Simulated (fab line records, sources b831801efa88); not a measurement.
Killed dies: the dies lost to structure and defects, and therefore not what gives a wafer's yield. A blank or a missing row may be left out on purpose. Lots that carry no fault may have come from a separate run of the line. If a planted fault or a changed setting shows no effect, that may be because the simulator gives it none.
8D (eight disciplines) problem report, filled in by code / flow sky130 / the parts of the form that need people (team, actions taken, sign-off) are left out

## 1. THE ISSUE
Across 6 wafers from 2 lots, VT_ADJUST_LVTN_2_TW at SKY_VT_ADJUST_LVTN_TW_MEAS_21 averages 222.2, while fault-free wafers read 187.4 with a standard deviation of 2. That is +17 standard deviations from the usual mean.
The first sign was on wafer L245.1 at day 11 01:16, on filmMetro-03. Wafers with a number at this step in the record: 36, from 12 lots. Rule for "out" (also "out of limits"): further than 4 standard deviations from the usual mean. The other wafers with a number count as sound.

## 2. WHAT IT IS, WHAT IT ISN'T
question=which readings at this step | is=VT_ADJUST_LVTN_2_TW | is not=-
question=which lots | is=L245, L246 | is not=L233, L235, L239, L240, L241, L242, L251, L252, L253, L254
question=which wafers of those lots | is=all that have a number | is not=-
question=read on which gauges | is=filmMetro-01, filmMetro-03 | is not=filmMetro-04
question=when | is=from day 11 01:16 | is not=up to then (18 sound wafers); but 12 sound wafers of L251, L252, L253, L254 came after

## 3. WHAT RULES OUT EACH SUSPECT
Counting: a tool at a process step up to the reading stays a suspect if it ran every lot that is out and no sound lot after the first of them.
- the gauge at SKY_VT_ADJUST_LVTN_TW_MEAS_21: ruled out. 2 gauges (filmMetro-01, filmMetro-03) read the wafers that are out.
- plasmaAsher-04 at SKY_FIELD_ISO_STRIP_16 (strips in O2/N2): kept. All lots that are out passed through it, beginning with L245 at day 4 19:06, and no sound lot followed; its final sound lot before that point was L241 at day 3 21:52.
- implanter-01 at SKY_VT_ADJUST_LVTN_IMPLANT_19: kept. All lots that are out passed through it, beginning with L245 at day 11 01:01, and no sound lot followed; its final sound lot before that point was L242 at day 10 05:53. Its own readings are out on those wafers: doseIonsCm2, faradayCurrentUA.
After counting, plasmaAsher-04 at SKY_FIELD_ISO_STRIP_16 and implanter-01 at SKY_VT_ADJUST_LVTN_IMPLANT_19 remain.

## 4. THE CAUSE (what the simulator had put in)
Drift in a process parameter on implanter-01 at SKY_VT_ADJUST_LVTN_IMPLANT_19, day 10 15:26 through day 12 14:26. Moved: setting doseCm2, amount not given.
After counting, 2 suspects remain, this tool included.

## 5. SEQUENCE OF EFFECTS, ordered by route
Rows list readings where the struck wafers' mean (over those with a number) sits beyond 3 standard deviations from the usual. Readings are gone through only where the record gives a usual standard deviation; hours: the median, over the lots, of the time from a lot's start at the first step in this table giving one to that lot's start at this step; sigmas: the change measured in usual standard deviations.
hours=0; step=SKY_VT_ADJUST_LVTN_IMPLANT_19; reading=doseIonsCm2; usual=6.499e+11; on struck wafers=1.202e+12; change=+5.519e+11; sigmas=+99 or more
hours=0; step=SKY_VT_ADJUST_LVTN_IMPLANT_19; reading=faradayCurrentUA; usual=3.67; on struck wafers=6.85; change=+3.18; sigmas=+40
hours=0; step=SKY_VT_ADJUST_LVTN_TW_MEAS_21; reading=VT_ADJUST_LVTN_2_TW; usual=187.4; on struck wafers=222.2; change=+34.8; sigmas=+17
It contains these process steps:
- SKY_VT_ADJUST_LVTN_IMPLANT_19

## 6. WHAT WOULD HAVE CAUGHT IT SOONER
The first out-of-limits reading at a measuring or inspecting step in this record came at day 11 01:16, 10 hours after the fault's start at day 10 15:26.
Tool's own readings at SKY_VT_ADJUST_LVTN_IMPLANT_19, doseIonsCm2, faradayCurrentUA: out on all struck wafers the step has rows for; an alarm limit on them would have tripped on the first.
Among the 2 lots that are out, L246 began SKY_VT_ADJUST_LVTN_IMPLANT_19 on implanter-01 after day 11 01:16. A hold on the tool at that time would have spared it.
